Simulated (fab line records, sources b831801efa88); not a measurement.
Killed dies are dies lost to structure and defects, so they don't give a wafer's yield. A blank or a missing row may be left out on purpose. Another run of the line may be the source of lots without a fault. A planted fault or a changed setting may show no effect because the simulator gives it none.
8D (eight disciplines) problem report, filled in by code + flow sky130 + the parts of the form that need people (team, actions taken, sign-off) are left out

1. THE ISSUE
heater power total W at SKY_CAP2M_SOFTBAKE_08 reads a mean of 54.76 W on 9 wafers of 3 lots; wafers without a fault read 56.60 W with a standard deviation of 0.052. That puts it -35 standard deviations away from the usual mean.
The step: time 60 s.
First seen on wafer L774.1, day 41 10:35, on litho track-01. Wafers with a number at this step in the record: 36, from 12 lots. Rule for "out" (also "out of limits"): further than 4 standard deviations from the usual mean. The other wafers with a number count as sound.

2. WHAT IT IS, AND WHAT IT ISN'T
| question                    | is                                 | is not                                                                                                  |
|-----------------------------|------------------------------------|---------------------------------------------------------------------------------------------------------|
| which readings at this step | heater power total W, plate temp C | -                                                                                                       |
| which lots                  | L774, L777, L778                   | L773, L775, L781, L785, L787, L788, L789, L792, L795                                                    |
| which wafers of those lots  | all that have a number             | -                                                                                                       |
| read on which tools         | litho track-01                     | litho track-02, litho track-03                                                                          |
| when                        | from day 41 10:35                  | up to then (6 sound wafers); but 21 sound wafers of L781, L785, L787, L788, L789, L792, L795 came after |

3. THE SUSPECTS, EACH WITH WHAT RULES IT OUT
Counting: a tool stays on the suspect list if, at a process step up to the reading, it processed all lots that are out and no sound lot following the first of them.
- litho track-01 at SKY_CAP2M_SOFTBAKE_08 (time 60 s): ruled out as a lasting fault. Following L774 (day 41 10:35), the first lot on it that is out, the sound lots L787 were run on it.
Left after counting: nothing in the record.

4. THE CAUSE (what the simulator had put in)
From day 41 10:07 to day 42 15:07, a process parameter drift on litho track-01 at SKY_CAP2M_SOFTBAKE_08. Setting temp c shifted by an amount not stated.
Counting ruled it out, wrongly.

5. THE EFFECT CHAIN, in route order
One row per reading whose mean, taken over the struck wafers that have a number, lies over 3 standard deviations from the usual. Only readings whose record carries a usual standard deviation are examined. hours: median over the lots of the time between each lot's start at the first step of this table that gives one and its start at this step. sigmas: the change, counted in usual standard deviations.
| hours | step                  | reading              | usual   | on struck wafers | change | sigmas |
|-------|-----------------------|----------------------|---------|------------------|--------|--------|
| 0     | SKY_CAP2M_SOFTBAKE_08 | heater power total W | 56.60 W | 54.76            | -1.84  | -35    |
| 0     | SKY_CAP2M_SOFTBAKE_08 | plate temp C         | 90.00 C | 87.86            | -2.14  | -18    |
It contains these process steps:
- SKY_CAP2M_SOFTBAKE_08: time 60 s.

6. HOW IT WOULD HAVE BEEN CAUGHT EARLIER
In this record no reading fell out of limits until day 41 10:35, 0 hours after the fault had begun at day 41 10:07.
